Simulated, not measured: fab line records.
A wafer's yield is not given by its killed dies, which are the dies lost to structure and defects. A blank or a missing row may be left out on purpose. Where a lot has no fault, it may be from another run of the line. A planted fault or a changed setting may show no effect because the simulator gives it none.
Which tool was responsible?    flow sfq line    42 wafers from 14 lots sampled at 2 of the route's 325 steps

WHAT THE GAUGES SHOWED, per wafer
SFQ_JJ_OVL_MEAS_931.
lot   measured      on          J5_OVL (nm)
L286  day 43 09:04  overlay-01  4 8 18
L288  day 43 14:59  overlay-02  -4 1 1
L289  day 43 16:11  overlay-02  0 -5 0
L290  day 43 17:23  overlay-02  -9 -7 -8
L292  day 51 13:05  overlay-01  4 -8 -12
L293  day 52 13:36  overlay-01  10 -4 5
L294  day 52 20:40  overlay-02  13 3 13
L296  day 59 07:26  overlay-01  4 4 5
L297  day 59 14:38  overlay-01  2 1 -4
L303  day 62 17:58  overlay-02  8 2 5
L306  day 63 15:30  overlay-02  7 14 8
L307  day 63 16:42  overlay-01  5 2 3
L308  day 64 03:30  overlay-01  8 9 7
L309  day 64 05:54  overlay-01  2 5 -6

WHAT TOOL EACH LOT RAN ON (gives the tool, then ch and the chambers of the sampled wafers, and finally the start)
lot   SFQ_TRILAYER_I3_CMP_CMP_082
L286  cmp-01 ch 0,2,3, day 29 16:46
L288  cmp-02 ch 0,1,2, day 30 15:51
L289  cmp-02 ch 0,1, day 31 01:21
L290  cmp-01 ch 2,3, day 31 07:46
L292  cmp-01 ch 0,2,3, day 32 19:46
L293  cmp-02 ch 0,1,2, day 33 15:02
L294  cmp-02 ch 0,2,3, day 34 05:32
L296  cmp-02 ch 0,2,3, day 34 17:32
L297  cmp-02 ch 1,2, day 35 05:02
L303  cmp-01 ch 0,1,3, day 37 04:40
L306  cmp-02 ch 2,3, day 38 08:40
L307  cmp-01 ch 1,2, day 38 11:04
L308  cmp-01 ch 1,2,3, day 38 20:04
L309  cmp-01 ch 2,3, day 39 02:30
- SFQ_TRILAYER_I3_CMP_CMP_082: polishes SiO2.

WHAT THE TOOLS THEMSELVES READ (means of the sampled wafers that have a number; where no wafer has one, the mark that the record gives instead)
SFQ_TRILAYER_I3_CMP_CMP_082.
lot   tool    motor current A (A)  platen rpm (rpm)  time to endpoint s (s)
L286  cmp-01  10.2                 59.98             208
L288  cmp-02  9.7                  60.00             218
L289  cmp-02  10.0                 59.97             213
L290  cmp-01  10.8                 60.00             204
L292  cmp-01  10.0                 59.97             214
L293  cmp-02  9.7                  60.03             219
L294  cmp-02  10.3                 59.97             217
L296  cmp-02  10.1                 62.02             210
L297  cmp-02  9.7                  64.01             206
L303  cmp-01  10.2                 59.94             212
L306  cmp-02  11.2                 59.99             218
L307  cmp-01  10.8                 59.98             204
L308  cmp-01  10.4                 59.98             201
L309  cmp-01  10.6                 60.01             215

THE ANSWER, worked out from the rows above alone
Rule: usual is defined by the lots themselves. Put in order of their means at a reading, lots are off if they are a third of the lots or fewer, leave a main group of 4 or more, and stand apart from it by a gap of 3 or more times the standard deviation of the main group's means; of several such gaps the widest counts. If all means in a main group match to the digits the tables above print for the reading, that group is not used. A lot without any number at a reading at which 4 lots or more have one is off too. All remaining lots with rows at the step are treated as sound. First the gauges in route order, then the tools' own readings, where a lot's mean is used as printed above. At the first step where some lot is off, the reading lying furthest off is the one used; lots without a number count as furthest.
Off: L296, L297, at SFQ_TRILAYER_I3_CMP_CMP_082 (platen rpm). The main group: mean 59.98 rpm, standard deviation 0.022.
A tool fits if, at that step or a process step before it, it ran every lot that is off, and no sound lot after the first of them. Of those tried, none fits.

WHAT THE SIMULATOR HAD PUT IN
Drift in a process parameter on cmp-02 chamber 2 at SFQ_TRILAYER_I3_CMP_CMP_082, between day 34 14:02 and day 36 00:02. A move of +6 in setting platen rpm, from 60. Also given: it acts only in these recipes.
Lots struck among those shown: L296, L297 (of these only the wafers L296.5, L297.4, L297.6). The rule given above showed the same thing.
